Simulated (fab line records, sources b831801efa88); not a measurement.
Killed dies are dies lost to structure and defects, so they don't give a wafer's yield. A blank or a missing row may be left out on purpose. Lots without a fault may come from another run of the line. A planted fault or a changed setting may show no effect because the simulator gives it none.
fab line records | flow gf180mcu | part 2 of 2: steps 28 to 36 of 36
record lots=5 wafers=15 last_day=34
route steps=602 shown V2@399 M3@409 V3@429
lots that met no fault: from a run of the same line without faults
start_h: hours from the record's first day to the start of the lot's first wafer shown | wait_h: hours since the lot's step before | " the same as in the row above | L1.1+2: a row that stands for several wafers | - no value, or no start given | * or withheld: withheld | < > ~ a bound
route shown NAME@n: a module of which the file shows steps, and the number in the route of the first | usual: mean/standard deviation of fault-free wafers | same: alike in all rows | chamber/n: place in a boat | sites: the reading at each site | _std_site: their standard deviation | _edge_site: outer sites' mean less inner sites' | radius_mm: how far each site lies from the wafer's centre | mask NAME#n: copy n | behind: the tool/chamber that last shaped the wafer | hold: why the lot was held/for how many hours/how that ended | device: the transistor (n, p or np) that didn't switch | end of line: the same wafers' tests at the end of the route | a step without rows: its recipe alone | killed: dies lost to structure and defects at the first sort, not the wafer's yield | map: a wafer's dies, x killed, . not, _ none there
set.NAME: the setting as run; set.NAME@STEP: as run at that earlier step | model.NAME: the simulator's own value behind a step, which no gauge read
lots at some steps of the route; a table a step, a row a wafer
services: from which hour (start_h, from the record's first day; less than 0 if before it) a tool's chamber was out of use, for how many hours, and why
## steps
# step GF_M3_STRIP_17
# recipe chemistry=O2/N2 power_w=1400 pressure_mtorr=1500 platen_temp_c=250 o2_flow_sccm=3000 n2_flow_sccm=300 overash_fraction=0.5
# usual drypump_motor_current_A=5.37/0.25 heater_power_w=301/29 oes_product_au=0.537/0.0046 platen_temp_c=250.01/0.18 strip_time_to_endpoint_s=7.39/0.046
# columns lot.wafer tool chamber start_h wait_h drypump_motor_current_A heater_power_w oes_product_au platen_temp_c rf_hours_counter_h strip_time_to_endpoint_s
L080.2 plasma_asher-03 0 543.01 0.1 5.54 290 0.532 250.01 78 7.37
L080.4 " 0 " " 5.55 285 0.548 249.94 - 7.38
L080.5 " 0 " " 5.54 292 0.537 250.04 - 7.38
L085.2 plasma_asher-03 1 581.66 0.1 5.54 316 0.544 249.89 83 7.41
L085.3 " 0 " " 5.54 291 0.535 250.14 - 7.43
L085.4 " 1 " " 5.53 303 0.542 250.16 - 7.41
L088.2 plasma_asher-03 1 603.47 0.1 5.53 307 0.538 249.87 85 7.41
L088.3 " 0 " " 5.54 291 0.534 249.84 - 7.38
L088.5 " 0 " " 5.55 295 0.533 250.16 - 7.40
L090.2 plasma_asher-03 1 618.90 0.1 5.53 306 0.536 249.99 87 7.33
L090.3 " 0 " " 5.55 289 0.532 250.15 - 7.32
L090.4 " 1 " " 5.54 307 0.530 249.89 - 7.28
L097.1 plasma_asher-04 0 671.71 0.1 4.92 362 0.538 249.56 24 7.39
L097.3 " 0 " " 4.93 356 0.535 249.79 - 7.35
L097.6 " 1 " " 5.13 289 0.538 249.52 - 7.45
# step GF_M3_STRIP_18
# recipe chemistry=post_etch_residue_remover time_s=1177 temp_c=72.5
# usual bath_guard_temp_C=72.3/0.58
# same time_s=1177
# columns lot.wafer tool chamber start_h wait_h bath_guard_temp_C
L080.2 wet_bench-02 3 543.11 0.1 72.7
L080.4 " 3 " " 72.6
L080.5 " 3 " " 72.5
L085.2 wet_bench-02 0 581.76 0.1 72.7
L085.3 " 0 " " 72.5
L085.4 " 0 " " 72.2
L088.2 wet_bench-03 3 603.57 0.1 72.2
L088.3 " 3 " " 72.4
L088.5 " 3 " " 72.7
L090.2 wet_bench-02 3 619.00 0.1 72.6
L090.3 " 3 " " 72.9
L090.4 " 3 " " 72.6
L097.1 wet_bench-01 3 671.81 0.1 72.7
L097.3 " 3 " " 73.3
L097.6 " 3 " " 72.7
# step GF_M3_CLEAN_19
# recipe chemistry=DIW dry=n2_spin
# columns lot.wafer tool chamber start_h wait_h
L080.2+4+5 wet_bench-03 2 543.48 0.0
L085.2+3+4 wet_bench-01 3 582.10 0.0
L088.2+3+5 wet_bench-01 3 603.91 0.0
L090.2+3+4 wet_bench-03 2 619.34 0.0
L097.1+3+6 wet_bench-02 2 672.15 0.0
# step GF_V3_CVD_00
# recipe material=SiO2 target_thk_nm=600 sigma_open_frac=0.3 temp_c=400 time_s=100 sih4_flow_sccm=60.94 pressure_mtorr=6
# usual pressure_mtorr=6.000/0.012
# same time_s=100
# columns lot.wafer tool chamber start_h wait_h pressure_mtorr
L080.2 hdpcvd-01 0 543.57 0.0 6.017
L080.4 " 2 " " 6.013
L080.5 " 0 " " 6.002
L085.2 hdpcvd-01 0 582.19 0.0 6.023
L085.3 " 1 " " 5.993
L085.4 " 0 " " 6.026
L088.2 hdpcvd-01 2 604.01 0.0 5.999
L088.3 " 0 " " 6.003
L088.5 " 2 " " 5.996
L090.2 hdpcvd-01 1 619.47 0.0 6.002
L090.3 " 0 " " 6.006
L090.4 " 2 " " 6.026
L097.1 hdpcvd-01 1 672.24 0.0 6.010
L097.3 " 0 " " 5.981
L097.6 " 2 " " 5.993
# step GF_V3_THK_MEAS_01
# recipe reads=SiO2_of_V3_CVD_00
# usual V3_CVD_00_THK=608/6
# columns lot.wafer tool chamber start_h wait_h V3_CVD_00_THK[nm]
L080.2 film_metro-02 - 543.66 0.0 608
L080.4 " - " " 613
L080.5 " - " " 605
L085.2 film_metro-01 - 582.27 0.0 621
L085.3 " - " " 625
L085.4 " - " " 612
L088.2 film_metro-01 - 604.09 0.0 614
L088.3 " - " " 611
L088.5 " - " " 613
L090.2 film_metro-03 - 619.55 0.0 610
L090.3 " - " " 597
L090.4 " - " " 602
L097.1 film_metro-01 - 672.31 0.0 613
L097.3 " - " " 605
L097.6 " - " " 611
# step GF_V3_CVD_02
# recipe material=SiO2 target_thk_nm=850 precursor=TEOS temp_c=400 time_s=94.851 rf_w=600
# usual heater_power_w=617/80 rf_fwd_power_W=596.5/1.7
# same time_s=94.851
# columns lot.wafer tool chamber start_h wait_h heater_power_w rf_fwd_power_W
L080.2 pecvd-02 2 543.71 0.0 652 595.9
L080.4 " 1 " " 584 593.6
L080.5 " 2 " " 670 594.7
L085.2 pecvd-01 1 582.32 0.0 632 596.5
L085.3 " 2 " " 714 596.0
L085.4 " 2 " " 722 594.9
L088.2 pecvd-03 0 604.14 0.0 581 598.1
L088.3 " 1 " " 502 596.3
L088.5 " 1 " " 534 597.2
L090.2 pecvd-02 2 619.60 0.0 684 594.7
L090.3 " 1 " " 732 595.4
L090.4 " 1 " " 576 597.6
L097.1 pecvd-03 2 672.37 0.1 606 598.3
L097.3 " 1 " " 461 595.9
L097.6 " 2 " " 656 597.9
# step GF_V3_THK_MEAS_03
# recipe reads=SiO2_of_V3_CVD_02
# usual V3_CVD_02_THK=848/11
# columns lot.wafer tool chamber start_h wait_h V3_CVD_02_THK[nm]
L080.2 film_metro-03 - 543.79 0.0 851
L080.4 " - " " 863
L080.5 " - " " 857
L085.2 film_metro-02 - 582.40 0.0 854
L085.3 " - " " 850
L085.4 " - " " 863
L088.2 film_metro-03 - 604.25 0.1 840
L088.3 " - " " 849
L088.5 " - " " 856
L090.2 film_metro-03 - 619.71 0.1 829
L090.3 " - " " 828
L090.4 " - " " 845
L097.1 film_metro-02 - 672.44 0.0 855
L097.3 " - " " 846
L097.6 " - " " 874
# step GF_V3_CMP_04
# recipe material=SiO2 down_force_psi=4 platen_rpm=60 pad_velocity_m_s=0.94248
# usual motor_current_A=11.5/0.73 platen_rpm=60.00/0.035 time_to_endpoint_s=78/5.5
# columns lot.wafer tool chamber start_h wait_h motor_current_A platen_rpm time_to_endpoint_s
L080.2 cmp-02 0 543.93 0.1 10.6 60.05 81
L080.4 " 1 " " 11.0 60.01 86
L080.5 " 1 " " 11.6 59.97 81
L085.4 cmp-02 2 582.50 0.1 11.3 59.95 80
L085.2 " 3 " " 10.9 60.05 83
L085.3 " 0 " " 10.4 60.02 80
L088.2 cmp-02 1 604.30 0.0 12.0 59.98 75
L088.3 " 3 " " 10.7 59.98 81
L088.5 " 1 " " 11.5 59.98 78
L090.4 cmp-02 3 619.76 0.0 11.8 59.95 78
L090.3 " 1 " " 11.9 60.06 69
L090.2 " 2 " " 11.0 59.91 68
L097.1 cmp-02 3 672.50 0.1 11.4 60.00 86
L097.3 " 1 " " 11.6 59.96 81
L097.6 " 3 " " 10.5 60.00 95
# step GF_V3_BOW_MEAS_05
# recipe mode=bow
# usual V3_BOW=117/9.2
# columns lot.wafer tool chamber start_h wait_h V3_BOW[um]
L080.2 film_metro-02 - 544.25 0.3 115
L080.4 " - " " 108
L080.5 " - " " 125
L085.2 film_metro-01 - 582.77 0.2 134
L085.3 " - " " 127
L085.4 " - " " 130
L088.2 film_metro-03 - 604.62 0.3 112
L088.3 " - " " 115
L088.5 " - " " 117
L090.2 film_metro-02 - 620.08 0.1 115
L090.3 " - " " 118
L090.4 " - " " 120
L097.1 film_metro-01 - 672.80 0.2 121
L097.3 " - " " 124
L097.6 " - " " 118
## services
# columns tool chamber start_h hours kind
krf_scanner-02 - 495.00 1.3 pm
rie_diel-02 - 497.00 0.2 repair
rie_metal-02 1 497.73 4.1 repair
krf_scanner-02 - 504.03 6.2 repair
pecvd-03 1 504.86 20.4 repair
plasma_asher-03 - 517.16 15.6 pm
hdpcvd-01 2 521.06 10.9 repair
rie_metal-02 0 528.66 3.3 repair
cvd_w-02 - 530.66 4.3 pm
cvd_w-02 0 545.94 13.5 repair
krf_scanner-02 - 551.43 1.0 pm
pvd_sputter-04 - 554.87 3.7 repair
cmp-02 - 558.46 12.7 repair
cmp-02 - 568.88 0.8 repair
krf_scanner-02 - 572.98 4.4 pm
pvd_sputter-03 - 574.38 6.9 repair
krf_scanner-02 - 592.19 0.2 repair
pvd_sputter-01 - 614.00 0.5 repair
pvd_sputter-04 - 624.07 1.3 repair
plasma_asher-03 - 636.36 0.9 repair
cvd_w-02 - 646.94 0.7 repair
pvd_sputter-02 - 651.18 3.3 repair
krf_scanner-02 - 655.60 0.8 pm
krf_scanner-02 - 670.90 1.3 pm
